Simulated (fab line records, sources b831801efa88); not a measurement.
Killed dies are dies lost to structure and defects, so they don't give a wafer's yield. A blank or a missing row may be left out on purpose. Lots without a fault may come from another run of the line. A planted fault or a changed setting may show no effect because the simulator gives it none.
A struck lot beside a sound one | flow gf180mcu | 35 steps out of a route of 602
Sound: wafers L882.1, L882.2, L882.4. Struck: wafers L875.2, L875.4, L875.6. The cause comes at the end.
At each step with rows: each side's tool, then ch and its chambers, then its first start. Under that, the readings that differ: sound wafers | struck wafers | difference of the means | sigmas: that difference in standard deviations of wafers without a fault.
alike: readings whose means differ by less than 2 such deviations, and words and numbers that are the same on both sides. not compared: withheld readings, readings that some wafer has no value for, bounds like >300 that may hide the same value, and numbers for which the record gives no deviation and whose values overlap.
The two part at a step that has a row with sigmas, a row that says differs or no value, or rows on one side only. Numbers that don't overlap but have no deviation are shown without sigmas and don't part them. A reading that every wafer of one side lacks parts them only if that side has two wafers or more.

first, 1 step without rows for these wafers: GF_HV_LDD_IMPLANT_21.
GF_HV_LDD_STRIP_22: strips in O2/N2.
  sound on plasma_asher-04 ch 0,1, day 14 22:26; struck on plasma_asher-01 ch 0,1, day 12 12:41
  alike: drypump_motor_current_A, heater_power_w, n2_flow_sccm, oes_product_au, strip_time_to_endpoint_s
  not compared: rf_hours_counter_h
GF_HV_LDD_TW_MEAS_23:
  sound on film_metro-04, day 14 22:32; struck on film_metro-04, day 12 12:48
  alike: HV_LDD_2_TW
then, 7 steps without rows for these wafers: GF_HV_LDD_DEHYDRATE_24 (time 60 s); GF_HV_LDD_HMDS_25 (prime time 60 s); GF_HV_LDD_COAT_26 (resist thk 1000 nm); GF_HV_LDD_SOFTBAKE_27 (time 60 s); GF_HV_LDD_EXPOSE_28 (exposes mask Nplus HV AREA, target cd 400 nm); GF_HV_LDD_PEB_29; GF_HV_LDD_DEVELOP_30 (develop time 60 s).
GF_HV_LDD_CD_MEAS_31: target cd 400 nm.
  sound on cd_sem-02, day 15 19:11; struck on cd_sem-02, day 13 08:38
  alike: cd_nm
GF_HV_LDD_OVL_MEAS_32:
  sound on overlay-01, day 15 19:18; struck on overlay-02, day 13 08:45
  alike: HV_LDD_02_OVL
GF_HV_LDD_IMPLANT_33:
  sound on implanter-04 ch 0, day 15 19:20; struck on implanter-04 ch 0, day 13 09:07
  alike: faraday_current_uA
then, 3 steps without rows for these wafers: GF_HV_LDD_IMPLANT_34; GF_HV_LDD_IMPLANT_35; GF_HV_LDD_IMPLANT_36.
GF_HV_LDD_STRIP_37: strips in O2/N2.
  sound on plasma_asher-04 ch 0,1, day 15 19:56; struck on plasma_asher-04 ch 0,1, day 13 09:41
  alike: drypump_motor_current_A, heater_power_w, n2_flow_sccm, oes_product_au, strip_time_to_endpoint_s
  not compared: rf_hours_counter_h
GF_HV_LDD_TW_MEAS_38:
  sound on film_metro-01, day 15 20:02; struck on film_metro-04, day 13 09:48
  reading     | sound          | struck         | difference | sigmas
  HV_LDD_3_TW | 1423 1417 1425 | 1526 1539 1532 | +111       | +7
then, 7 steps without rows for these wafers: GF_HV_LDD_DEHYDRATE_39 (time 60 s); GF_HV_LDD_HMDS_40 (prime time 60 s); GF_HV_LDD_COAT_41 (resist thk 1000 nm); GF_HV_LDD_SOFTBAKE_42 (time 60 s); GF_HV_LDD_EXPOSE_43 (exposes mask Pplus HV AREA, target cd 400 nm); GF_HV_LDD_PEB_44; GF_HV_LDD_DEVELOP_45 (develop time 60 s).
GF_HV_LDD_CD_MEAS_46: target cd 400 nm.
  sound on cd_sem-01, day 16 17:32; struck on cd_sem-01, day 14 05:48
  alike: cd_nm
GF_HV_LDD_OVL_MEAS_47:
  sound on overlay-02, day 16 17:39; struck on overlay-01, day 14 05:54
  alike: HV_LDD_03_OVL
then, 1 step without rows for these wafers: GF_HV_LDD_IMPLANT_48.
GF_HV_LDD_STRIP_49: strips in O2/N2.
  sound on plasma_asher-01 ch 0,1, day 16 17:50; struck on plasma_asher-01 ch 0,1, day 14 06:05
  alike: drypump_motor_current_A, heater_power_w, n2_flow_sccm, oes_product_au, strip_time_to_endpoint_s
  not compared: rf_hours_counter_h
GF_HV_LDD_TW_MEAS_50:
  sound on film_metro-01, day 16 17:56; struck on film_metro-04, day 14 06:11
  alike: HV_LDD_4_TW
then, 1 step without rows for these wafers: GF_HV_LDD_CLEAN_51 (cleans in SC1/SC2, time 150 s).
GF_HV_LDD_RTA_52: time 10 s.
  sound on rtp_anneal-02 ch 0, day 16 18:03; struck on rtp_anneal-02 ch 0, day 14 06:19
  alike: lamp_power_pct, wafer_temp_C_max
GF_HV_LDD_RS_MEAS_53: measures by four-point-probe.
  sound on film_metro-03, day 16 18:07; struck on film_metro-04, day 14 06:23
  reading            | sound             | struck            | difference | sigmas
  HV_LDD_RS (ohm/sq) | 417.8 417.9 418.5 | 399.3 400.3 399.9 | -18.2      | -18
then, 1 step without rows for these wafers: GF_HV_LDD_CVD_54 (deposits SiO2 from TEOS, target thk 10 nm, time 75 s).
-- the record jumps here: 16 days lie between the struck wafers' starts before and after (it left off in module HV_LDD and takes up again in module PASSIVATION, whose first step shown is number 602 of the route) --
GF_PASSIVATION_PROBE_99:
  the record has rows for the struck wafers here (prober-01, day 30 15:32) and none for the sound ones

WHERE THEY PART
First at GF_HV_LDD_TW_MEAS_38; last, within this record, at GF_PASSIVATION_PROBE_99.

WHY: what the simulator had put in
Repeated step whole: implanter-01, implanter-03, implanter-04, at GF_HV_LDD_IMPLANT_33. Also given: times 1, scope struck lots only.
